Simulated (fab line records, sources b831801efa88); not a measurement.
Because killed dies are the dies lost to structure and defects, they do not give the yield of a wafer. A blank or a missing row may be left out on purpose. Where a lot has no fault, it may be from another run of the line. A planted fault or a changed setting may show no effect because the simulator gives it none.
Matching of chambers | flow gf180mcu | GF_STI_ETCH_14 on rie-si-02: 4 sister chambers
The step etches Si in HBr/Cl2/O2, target depth 360 nm, time 102.9 s. 4 wafers are shown with their chamber, then 8 later ones without.

WAFERS WITH THEIR CHAMBER
wafer  | chamber | run-length-s (s)
L231.6 | 0       | 131.6
L236.4 | 1       | 130.6
L236.5 | 2       | 131.4
L238.1 | 3       | 130.9

WAFERS WITH NO CHAMBER GIVEN
wafer  | run-length-s (s)
L238.3 | 131.7
L238.5 | 131.7
L241.1 | 131.4
L241.4 | 132.0
L241.6 | 131.6
L250.2 | 131.5
L250.5 | 131.1
L250.6 | 130.6

WHICH CHAMBER EACH ONE RAN IN
wafer  | from the rows above               | in truth
L238.3 | can't be placed: 0 or 2           | 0
L238.5 | can't be placed: 0 or 2           | 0
L241.1 | can't be placed: 2 or 0           | 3
L241.4 | can't be placed: 0 or 2           | 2
L241.6 | can't be placed: 0 or 2           | 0
L250.2 | can't be placed: 0 or 2           | 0
L250.5 | can't be placed: 3 or 2 or 0 or 1 | 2
L250.6 | can't be placed: 1 or 3           | 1
Correct placement for 0 of the 8. Not placeable from these rows: 8 (in 7, the candidates include the true chamber). 0 placed wrongly.
How it was worked out, from the rows above alone: a wafer's distance from a chamber is the root of the sum, over the readings, of the square of ((its reading less the chamber's mean) divided by the reading's scatter). The wafer belongs to the nearest chamber; if the next one is less than 2 further off, it can't be placed. Each chamber's mean is taken over the wafers shown for it. The scatter: root of mean squared gap, hidden wafer to nearest shown wafer, with one shown wafer a chamber.
